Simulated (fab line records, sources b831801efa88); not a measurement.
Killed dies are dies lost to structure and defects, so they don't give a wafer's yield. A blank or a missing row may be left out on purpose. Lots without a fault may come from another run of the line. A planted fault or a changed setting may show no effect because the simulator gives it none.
fab line records | flow sky130
record lots=11 wafers=33 last_day=51
route steps=708 shown NWELL@63 VT_ADJUST_HVTP@95 VT_ADJUST_LVTN@106 VT_ADJUST_NCORE@127 PAD_OPEN@708
lots that met no fault: from a run of the same line without faults
start_h: hours from the record's first day to the start of the lot's first wafer shown | wait_h: hours since the lot's step before | " the same as in the row above | L1.1+2: a row that stands for several wafers | - no value, or no start given | * or withheld: withheld | < > ~ a bound
route shown NAME@n: a module of which the file shows steps, and the number in the route of the first | usual: mean/standard deviation of fault-free wafers | same: alike in all rows | chamber/n: place in a boat | sites: the reading at each site | _std_site: their standard deviation | _edge_site: outer sites' mean less inner sites' | radius_mm: how far each site lies from the wafer's centre | mask NAME#n: copy n | behind: the tool/chamber that last shaped the wafer | hold: why the lot was held/for how many hours/how that ended | device: the transistor (n, p or np) that didn't switch | end of line: the same wafers' tests at the end of the route | a step without rows: its recipe alone | killed: dies lost to structure and defects at the first sort, not the wafer's yield | map: a wafer's dies, x killed, . not, _ none there
set.NAME: the setting as run; set.NAME@STEP: as run at that earlier step | model.NAME: the simulator's own value behind a step, which no gauge read
steps of the route over a sample of lots; a table a step, a row a wafer
services: from which hour (start_h, from the record's first day; less than 0 if before it) a tool's chamber was out of use, for how many hours, and why
## steps
# step SKY_NWELL_OVL_MEAS_10
# usual NWELL_00_OVL=-0.9/1.2
# columns lot.wafer tool chamber start_h wait_h NWELL_00_OVL[nm]
L107.1 overlay-01 - 113.38 - -0.7
L107.4 " - " " -2.2
L107.6 " - " " -1.9
L110.1 overlay-01 - 127.09 - -1.6
L110.2 " - " " -1.3
L110.3 " - " " -0.4
L111.2 overlay-02 - 128.35 - -2.7
L111.5 " - " " -2.0
L111.6 " - " " -0.3
L112.1 overlay-01 - 136.09 - 0.0
L112.2 " - " " 1.1
L112.3 " - " " 0.0
L114.2 overlay-02 - 147.13 - -0.1
L114.3 " - " " 0.8
L114.5 " - " " -1.0
L122.3 overlay-01 - 199.94 - 1.7
L122.4 " - " " 0.4
L122.5 " - " " -2.7
L123.4 overlay-02 - 205.91 - -1.6
L123.5 " - " " -1.8
L123.6 " - " " -3.5
L125.1 overlay-01 - 211.88 - -0.3
L125.5 " - " " -0.9
L125.6 " - " " 0.5
L124.3 overlay-01 - 212.54 - -1.2
L124.4 " - " " -0.9
L124.5 " - " " 0.7
L126.1 overlay-01 - 218.09 - 0.6
L126.3 " - " " -1.3
L126.4 " - " " 0.0
L127.3 overlay-01 - 221.60 - -2.8
L127.4 " - " " -1.4
L127.6 " - " " -2.7
# step SKY_NWELL_RS_MEAS_29
# recipe thk_meas_gauge=four-point-probe
# usual NWELL_RS=624.2/1.9
# columns lot.wafer tool chamber start_h wait_h NWELL_RS[ohm/sq]
L107.1 film_metro-03 - 133.87 0.1 628.2
L107.4 " - " " 626.3
L107.6 " - " " 626.5
L110.1 film_metro-01 - 147.61 0.1 626.6
L110.2 " - " " 622.0
L110.3 " - " " 623.9
L111.2 film_metro-01 - 148.89 0.1 624.8
L111.5 " - " " 623.6
L111.6 " - " " 624.6
L112.1 film_metro-02 - 156.30 0.1 623.4
L112.2 " - " " 623.7
L112.3 " - " " 623.2
L114.2 film_metro-02 - 169.02 0.1 623.9
L114.3 " - " " 623.3
L114.5 " - " " 623.2
L122.3 film_metro-02 - 222.83 0.1 621.7
L122.4 " - " " 623.8
L122.5 " - " " 621.3
L123.4 film_metro-02 - 229.99 0.1 620.6
L123.5 " - " " 620.8
L123.6 " - " " 621.6
L125.1 film_metro-01 - 235.34 0.1 619.9
L125.5 " - " " 619.7
L125.6 " - " " 622.3
L124.3 film_metro-03 - 236.33 0.1 627.7
L124.4 " - " " 626.6
L124.5 " - " " 625.8
L126.1 film_metro-02 - 241.14 0.1 623.7
L126.3 " - " " 623.7
L126.4 " - " " 622.5
L127.3 film_metro-03 - 245.38 0.1 623.7
L127.4 " - " " 624.5
L127.6 " - " " 622.5
# step SKY_VT_ADJUST_HVTP_STRIP_10
# recipe chemistry=O2/N2 power_w=1400 pressure_mtorr=1500 platen_temp_c=withheld o2_flow_sccm=3000 n2_flow_sccm=300 overash_fraction=0.5
# usual drypump_motor_current_A=5.8/0.46 oes_product_au=0.716/0.0048 strip_time_to_endpoint_s=14.15/0.04
# columns lot.wafer tool chamber start_h wait_h drypump_motor_current_A oes_product_au rf_hours_counter_h strip_time_to_endpoint_s
L107.1 plasma_asher-04 0 154.17 0.1 6.4 0.723 44 14.09
L107.4 " 1 " " 6.1 0.713 - 14.07
L107.6 " 0 " " 6.4 0.713 - 14.10
L110.1 plasma_asher-04 1 169.47 0.1 6.1 0.716 45 14.19
L110.2 " 0 " " 6.4 0.711 45 14.18
L110.3 " 0 " " 6.4 0.724 - 14.20
L111.2 plasma_asher-03 0 170.47 0.1 5.4 0.720 42 14.20
L111.5 " 1 " " 6.2 0.702 - 14.11
L111.6 " 0 " " 5.4 0.710 - 14.16
L112.1 plasma_asher-02 1 178.98 0.1 5.2 0.718 39 14.12
L112.2 " 0 " " 5.5 0.720 39 14.12
L112.3 " 1 " " 5.1 0.722 - 14.15
L114.2 plasma_asher-02 1 191.35 0.1 5.2 0.927 40 -
L114.3 " 0 " " 5.5 0.932 - -
L114.5 " 0 " " 5.5 0.924 - -
L122.3 plasma_asher-04 0 247.17 0.1 6.4 0.717 - 14.12
L122.4 " 1 " " 6.1 0.719 - 14.20
L122.5 " 1 " " 6.1 0.711 - 14.21
L123.4 plasma_asher-02 1 253.96 0.1 5.2 0.711 - 14.18
L123.5 " 1 " " 5.2 0.706 - 14.19
L123.6 " 0 " " 5.4 0.720 - 14.23
L125.1 plasma_asher-04 0 259.90 0.1 6.4 0.717 55 14.18
L125.5 " 0 " " 6.4 0.713 - 14.13
L125.6 " 1 " " 6.1 0.721 - 14.13
L124.3 plasma_asher-03 0 260.86 0.1 5.4 0.717 - 14.18
L124.4 " 1 " " 6.1 0.715 - 14.14
L124.5 " 1 " " 6.2 0.716 - 14.14
L126.1 plasma_asher-03 0 265.22 0.1 5.4 0.716 52 14.10
L126.3 " 1 " " 6.1 0.720 - 14.09
L126.4 " 0 " " 5.4 0.727 - 14.13
L127.3 plasma_asher-02 0 269.43 0.1 5.4 0.719 - 14.17
L127.4 " 1 " " 5.1 0.717 - 14.13
L127.6 " 1 " " 5.1 0.709 - 14.16
# step SKY_VT_ADJUST_LVTN_STRIP_09
# recipe chemistry=O2/N2 power_w=1400 pressure_mtorr=1500 platen_temp_c=withheld o2_flow_sccm=3000 n2_flow_sccm=300 overash_fraction=0.5
# usual drypump_motor_current_A=5.9/0.46 oes_product_au=0.722/0.0045 strip_time_to_endpoint_s=36.90/0.13
# columns lot.wafer tool chamber start_h wait_h drypump_motor_current_A oes_product_au rf_hours_counter_h strip_time_to_endpoint_s
L107.1 plasma_asher-01 0 176.35 0.1 5.0 0.717 6 36.80
L107.4 " 1 " " 5.8 0.722 - 36.74
L107.6 " 0 " " 5.0 0.710 - 36.90
L110.1 plasma_asher-01 1 191.65 0.1 5.8 0.724 7 36.93
L110.2 " 0 " " 5.0 0.723 7 36.95
L110.3 " 1 " " 5.8 0.717 - 36.98
L111.2 plasma_asher-01 1 192.60 0.1 5.8 0.730 7 36.96
L111.5 " 0 " " 5.0 0.719 - 36.96
L111.6 " 1 " " 5.8 0.721 - 36.90
L112.1 plasma_asher-03 0 201.10 0.1 5.4 0.713 46 36.82
L112.2 " 1 " " 6.1 0.719 46 36.81
L112.3 " 1 " " 6.1 0.717 - 36.81
L114.2 plasma_asher-04 0 213.06 0.1 6.4 0.724 50 44.43
L114.3 " 1 " " 6.1 0.723 - 44.44
L114.5 " 0 " " 6.4 0.725 - 44.45
L122.3 plasma_asher-03 0 271.16 0.1 5.4 0.716 - 36.80
L122.4 " 1 " " 6.1 0.722 - 36.98
L122.5 " 0 " " 5.4 0.721 - 37.02
L123.4 plasma_asher-04 0 278.20 0.1 6.4 0.730 - 36.96
L123.5 " 1 " " 6.1 0.726 - 36.87
L123.6 " 0 " " 6.4 0.722 - 37.04
L125.1 plasma_asher-01 1 284.86 0.1 5.9 0.727 16 37.05
L125.5 " 1 " " 5.9 0.715 - 36.94
L125.6 " 0 " " 5.0 0.728 - 37.01
L124.3 plasma_asher-03 0 285.98 0.1 5.4 0.717 - 37.00
L124.4 " 1 " " 6.1 0.719 - 37.00
L124.5 " 0 " " 5.4 0.720 - 36.99
L126.1 plasma_asher-04 1 290.10 0.1 6.1 0.726 58 36.97
L126.3 " 0 " " 6.4 0.724 - 36.98
L126.4 " 1 " " 6.1 0.720 - 37.03
L127.3 plasma_asher-04 1 294.75 0.1 6.1 0.721 - 36.77
L127.4 " 0 " " 6.4 0.720 - 36.91
L127.6 " 0 " " 6.4 0.723 - 37.02
# step SKY_VT_ADJUST_LVTN_TW_MEAS_10
# usual VT_ADJUST_LVTN_TW=241.4/2.2
# columns lot.wafer tool chamber start_h wait_h hold VT_ADJUST_LVTN_TW
L107.1 film_metro-03 - 176.45 0.1 - 243.6
L107.4 " - " " - 244.1
L107.6 " - " " - 243.1
L110.1 film_metro-03 - 191.75 0.1 - 243.9
L110.2 " - " " - 242.2
L110.3 " - " " - 243.9
L111.2 film_metro-02 - 192.71 0.1 - 242.0
L111.5 " - " " - 240.8
L111.6 " - " " - 239.9
L112.1 film_metro-03 - 201.21 0.1 - 243.1
L112.2 " - " " - 242.7
L112.3 " - " " - 240.5
L114.2 film_metro-03 - 213.17 0.1 await_dispo/0.2h/release 30.1
L114.3 " - " " await_dispo/0.2h/release 30.2
L114.5 " - " " await_dispo/0.2h/release 30.2
L114.2 film_metro-03 - 213.40 0.2 - 29.9
L114.3 " - " " - 30.2
L114.5 " - " " - 30.1
L122.3 film_metro-02 - 271.25 0.1 - 243.8
L122.4 " - " " - 242.3
L122.5 " - " " - 242.5
L123.4 film_metro-03 - 278.29 0.1 - 241.5
L123.5 " - " " - 243.3
L123.6 " - " " - 242.3
L125.1 film_metro-04 - 284.96 0.1 - 237.8
L125.5 " - " " - 236.8
L125.6 " - " " - 237.6
L124.3 film_metro-04 - 286.07 0.1 - 238.0
L124.4 " - " " - 238.8
L124.5 " - " " - 239.4
L126.1 film_metro-04 - 290.20 0.1 - 238.7
L126.3 " - " " - 239.4
L126.4 " - " " - 240.4
L127.3 film_metro-02 - 294.83 0.1 - 243.9
L127.4 " - " " - 245.3
L127.6 " - " " - 243.7
# step SKY_VT_ADJUST_NCORE_OVL_MEAS_08
# usual VT_ADJUST_NCORE_OVL=0.0/1.3
# columns lot.wafer tool chamber start_h wait_h VT_ADJUST_NCORE_OVL[nm]
L107.1 overlay-02 - 221.41 0.1 1.1
L107.4 " - " " 0.9
L107.6 " - " " 1.0
L110.1 overlay-02 - 236.21 0.1 1.4
L110.2 " - " " 1.6
L110.3 " - " " 0.4
L111.2 overlay-02 - 237.12 0.1 0.5
L111.5 " - " " -0.3
L111.6 " - " " 0.9
L112.1 overlay-02 - 246.96 0.1 -1.5
L112.2 " - " " -1.2
L112.3 " - " " -1.3
L122.3 overlay-01 - 321.57 0.1 -0.2
L122.4 " - " " -0.9
L122.5 " - " " 1.4
L123.4 overlay-02 - 329.45 0.1 -1.1
L123.5 " - " " -2.2
L123.6 " - " " -0.2
L125.1 overlay-02 - 336.54 0.1 0.9
L125.5 " - " " 1.9
L125.6 " - " " 2.4
L124.3 overlay-02 - 337.27 0.1 0.8
L124.4 " - " " -0.7
L124.5 " - " " 0.3
L126.1 overlay-02 - 342.46 0.1 -2.3
L126.3 " - " " -3.2
L126.4 " - " " -3.6
L127.3 overlay-02 - 347.47 0.1 -0.2
L127.4 " - " " 1.1
L127.6 " - " " 0.3
# step SKY_PAD_OPEN_PROBE_99
# usual defect_limited_yield=82.7/1.9 killed_at_M0_to_M3=44/7.2 killed_at_M4_up=2.9/1.8 killed_at_contacts=24/5.2 killed_at_front_end=15/4 killed_at_other=0.2/0.49 killed_dies=85/9.1 killed_open=47/6.8 killed_short=38/5.7 sort_bin_3_pad_short=0.9/0.44 sort_bin_5_function=10.3/1.4 sort_bin_6_memory=6.2/1.1 sort_n_pass=407/9.1 sort_yield_pct=82.7/1.9
# same gross_dies=492 killed_at_back_side=0 sort_bin_4_leakage[%]=0 sort_bin_8_speed[%]=0
# columns lot.wafer tool chamber start_h wait_h defect_limited_yield[%] killed_at_M0_to_M3 killed_at_M4_up killed_at_contacts killed_at_front_end killed_at_other killed_dies killed_open killed_short sort_bin_3_pad_short[%] sort_bin_5_function[%] sort_bin_6_memory[%] sort_n_pass sort_yield_pct[%]
L112.1 prober-02 - 1144.48 0.1 85.0 35 2 27 10 0 74 42 32 1.0 7.7 6.3 418 85.0
L112.2 prober-02 - 1144.53 0.1 83.3 46 5 19 12 0 82 42 40 0.8 10.2 5.7 410 83.3
L112.3 prober-02 - 1144.58 0.2 83.9 36 2 27 14 0 79 46 33 0.6 10.0 5.5 413 83.9
L125.1 prober-01 - 1206.96 0.1 82.9 47 3 19 13 2 84 45 39 0.2 11.4 5.5 408 82.9
L125.5 prober-01 - 1207.16 0.2 84.8 37 4 23 11 0 75 40 35 1.0 8.7 5.5 417 84.8
L125.6 prober-01 - 1207.21 0.2 88.8 29 1 10 15 0 55 31 24 0.6 5.7 4.9 437 88.8
L126.1 prober-02 - 1212.91 0.1 83.5 32 2 25 22 0 81 44 37 0.4 7.9 8.1 411 83.5
L126.3 prober-02 - 1213.01 0.2 80.9 46 5 22 20 1 94 52 42 0.8 11.6 6.7 398 80.9
L126.4 prober-02 - 1213.06 0.2 83.1 40 5 28 9 1 83 50 33 0.6 10.4 5.9 409 83.1
# killed by level:class
L112.1 CONTACT:geometric_particle:open=11 VIA1:geometric_particle:open=11 LI_CONTACT:geometric_particle:open=6 VIA3:geometric_particle:open=6 VIA1:geometric_particle:short=5 CONTACT:geometric_particle:short=4 METAL3:geometric_particle:short=4 METAL2:geometric_particle:short=4
L112.2 VIA1:geometric_particle:open=11 CONTACT:geometric_particle:open=8 METAL2:geometric_particle:short=7 VIA3:geometric_particle:open=7 VIA3:geometric_particle:short=6 FIELD_ISO:geometric_particle:short=5 LI_CONTACT:geometric_particle:open=5 METAL1:geometric_particle:short=5
L112.3 VIA1:geometric_particle:open=9 LI_CONTACT:geometric_particle:open=8 CONTACT:geometric_particle:open=8 VIA3:geometric_particle:open=8 LOCAL_INTERCONNECT:geometric_particle:short=6 FIELD_ISO:geometric_particle:short=4 FIELD_ISO:geometric_particle:open=3 POLY_GATE:geometric_particle:short=3
L125.1 VIA1:geometric_particle:open=9 VIA2:geometric_particle:open=9 CONTACT:geometric_particle:open=7 VIA1:geometric_particle:short=6 LI_CONTACT:geometric_particle:open=5 METAL1:geometric_particle:short=5 VIA3:geometric_particle:short=5 CONTACT:geometric_particle:short=4
L125.5 CONTACT:geometric_particle:open=10 VIA1:geometric_particle:open=7 VIA3:geometric_particle:open=6 FIELD_ISO:geometric_particle:short=5 METAL1:geometric_particle:short=5 VIA1:geometric_particle:short=5 VIA2:geometric_particle:open=5 LI_CONTACT:geometric_particle:short=4
L125.6 VIA3:geometric_particle:open=6 VIA1:geometric_particle:open=5 VIA2:geometric_particle:short=5 FIELD_ISO:geometric_particle:short=4 FIELD_ISO:geometric_particle:open=4 LI_CONTACT:geometric_particle:open=4 VIA2:geometric_particle:open=4 CONTACT:geometric_particle:open=3
L126.1 LI_CONTACT:geometric_particle:open=8 CONTACT:geometric_particle:open=7 FIELD_ISO:geometric_particle:open=6 VIA1:geometric_particle:open=6 METAL2:geometric_particle:short=5 POLY_GATE:geometric_particle:open=4 LOCAL_INTERCONNECT:geometric_particle:short=4 METAL1:geometric_particle:short=4
L126.3 VIA1:geometric_particle:open=10 METAL1:geometric_particle:short=9 VIA3:geometric_particle:open=9 LI_CONTACT:geometric_particle:open=7 FIELD_ISO:geometric_particle:open=6 FIELD_ISO:geometric_particle:short=6 CONTACT:geometric_particle:short=5 VIA1:geometric_particle:short=4
L126.4 CONTACT:geometric_particle:open=12 VIA1:geometric_particle:open=8 LI_CONTACT:geometric_particle:open=7 METAL1:geometric_particle:short=7 VIA2:geometric_particle:open=7 VIA3:geometric_particle:open=6 METAL2:geometric_particle:short=5 CONTACT:geometric_particle:short=4
## services
# columns tool chamber start_h hours kind
plasma_asher-02 - 181.92 0.7 repair
plasma_asher-02 - 197.13 12.9 repair
plasma_asher-04 - 286.22 1.8 repair
## key
first_sign step=SKY_VT_ADJUST_HVTP_STRIP_10 reading=oes_product_au direction=up sigmas=45 usual=0.716 struck=0.928
effect step=SKY_VT_ADJUST_LVTN_STRIP_09 reading=strip_time_to_endpoint_s direction=up sigmas=60 usual=* struck=*
effect step=SKY_VT_ADJUST_LVTN_TW_MEAS_10 reading=visit direction=added
effect step=SKY_VT_ADJUST_LVTN_TW_MEAS_10 reading=VT_ADJUST_LVTN_TW direction=down sigmas=94 usual=241.4 struck=30.2
met_at SKY_VT_ADJUST_HVTP_STRIP_10
struck_lots L114
scrapped_behind SKY_VT_ADJUST_LVTN_TW_MEAS_10 L114.2,L114.3,L114.5
not_acting_at SKY_NWELL_OVL_MEAS_10,SKY_NWELL_RS_MEAS_29,SKY_VT_ADJUST_NCORE_OVL_MEAS_08
onset_between 178.98 191.35
fault kind=strip_aborted tool=plasma_asher-02 chamber=- onset_h=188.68 steps=SKY_VT_ADJUST_HVTP_STRIP_10 offset=0.6978 end_h=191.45
